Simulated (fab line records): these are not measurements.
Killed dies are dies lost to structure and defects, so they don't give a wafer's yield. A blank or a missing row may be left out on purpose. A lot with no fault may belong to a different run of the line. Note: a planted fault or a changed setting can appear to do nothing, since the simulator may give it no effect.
What tool caused it? :: flow sky130 :: 33 wafers from 11 lots sampled at 2 of the route's 708 steps

== WHAT THE GAUGES READ, wafer by wafer ==
SKY_CONTACT_THK_MEAS_01.
lot: L258
measured: day 32 06:12
on: film_metro-01
CONTACT_CVD_00_THK (nm): 75.4 77.0 76.1

lot: L260
measured: day 32 17:10
on: film_metro-01
CONTACT_CVD_00_THK (nm): 73.7 74.1 76.0

lot: L262
measured: day 33 08:55
on: film_metro-02
CONTACT_CVD_00_THK (nm): 74.6 74.9 74.5

lot: L263
measured: day 33 16:43
on: film_metro-01
CONTACT_CVD_00_THK (nm): 76.0 76.2 76.7

lot: L264
measured: day 33 21:59
on: film_metro-02
CONTACT_CVD_00_THK (nm): 73.9 74.2 74.6

lot: L266
measured: day 34 10:38
on: film_metro-01
CONTACT_CVD_00_THK (nm): 73.8 74.3 74.6

lot: L268
measured: day 35 12:52
on: film_metro-03
CONTACT_CVD_00_THK (nm): 74.3 74.3 75.6

lot: L269
measured: day 35 14:09
on: film_metro-03
CONTACT_CVD_00_THK (nm): 74.6 75.8 75.9

lot: L271
measured: day 35 23:01
on: film_metro-02
CONTACT_CVD_00_THK (nm): 74.9 77.0 76.8

lot: L272
measured: day 36 02:52
on: film_metro-03
CONTACT_CVD_00_THK (nm): 74.7 74.3 75.1

lot: L273
measured: day 36 15:31
on: film_metro-01
CONTACT_CVD_00_THK (nm): 73.9 75.5 74.3

SKY_CONTACT_CD_MEAS_14: the cd target is 170 nm.
lot: L258
measured: day 33 10:19
on: cd_sem-01
cd_nm (nm): 163.9 167.0 166.9

lot: L260
measured: day 33 21:27
on: cd_sem-01
cd_nm (nm): 169.0 169.7 169.9

lot: L262
measured: day 34 12:03
on: cd_sem-01
cd_nm (nm): 167.2 168.2 168.0

lot: L263
measured: day 34 20:57
on: cd_sem-02
cd_nm (nm): 170.0 170.0 168.9

lot: L264
measured: day 35 01:14
on: cd_sem-01
cd_nm (nm): 170.3 168.5 169.5

lot: L266
measured: day 35 14:27
on: cd_sem-02
cd_nm (nm): 169.9 169.5 170.1

lot: L268
measured: day 36 19:33
on: cd_sem-01
cd_nm (nm): 167.8 168.3 170.7

lot: L269
measured: day 36 19:37
on: cd_sem-02
cd_nm (nm): 171.4 171.0 168.8

lot: L271
measured: day 37 03:03
on: cd_sem-02
cd_nm (nm): 169.7 171.0 169.6

lot: L272
measured: day 37 06:11
on: cd_sem-02
cd_nm (nm): 169.0 168.1 168.7

lot: L273
measured: day 37 19:16
on: cd_sem-01
cd_nm (nm): 170.2 168.7 171.2

== WHICH TOOL RAN EACH LOT (tool, then ch and the chambers of the sampled wafers, then the start) ==
The record shows no process step preceding these readings.

== AS READ BY THE TOOLS THEMSELVES (means over the sampled wafers that have a number; for cases with no such wafer, the mark the record gives instead) ==
The record holds no such reading with a usual standard deviation.

== THE ANSWER, worked out from the rows above alone ==
Rule: the lots themselves supply what counts as usual. The widest of any qualifying gaps counts: lots, ordered by their means at a reading, are off when they make up no more than a third of the lots, leave a main group of 4 or more, and stand apart from it by 3 or more times the standard deviation of that group's means. If all means in a main group match to the digits the tables above print for the reading, that group is not used. A lot without any number at a reading at which 4 lots or more have one is off too. Any other lot the step has rows for is counted as sound. The gauges are gone through in route order, then the tools' own readings, and for those a lot's mean is taken as printed above. The first step at which some lot is off is used, and at that step the reading that is off furthest; a lot without a number counts as furthest.
Nothing can be told from this: no lot is off at any reading shown.

== WHAT WAS PUT IN BY THE SIMULATOR ==
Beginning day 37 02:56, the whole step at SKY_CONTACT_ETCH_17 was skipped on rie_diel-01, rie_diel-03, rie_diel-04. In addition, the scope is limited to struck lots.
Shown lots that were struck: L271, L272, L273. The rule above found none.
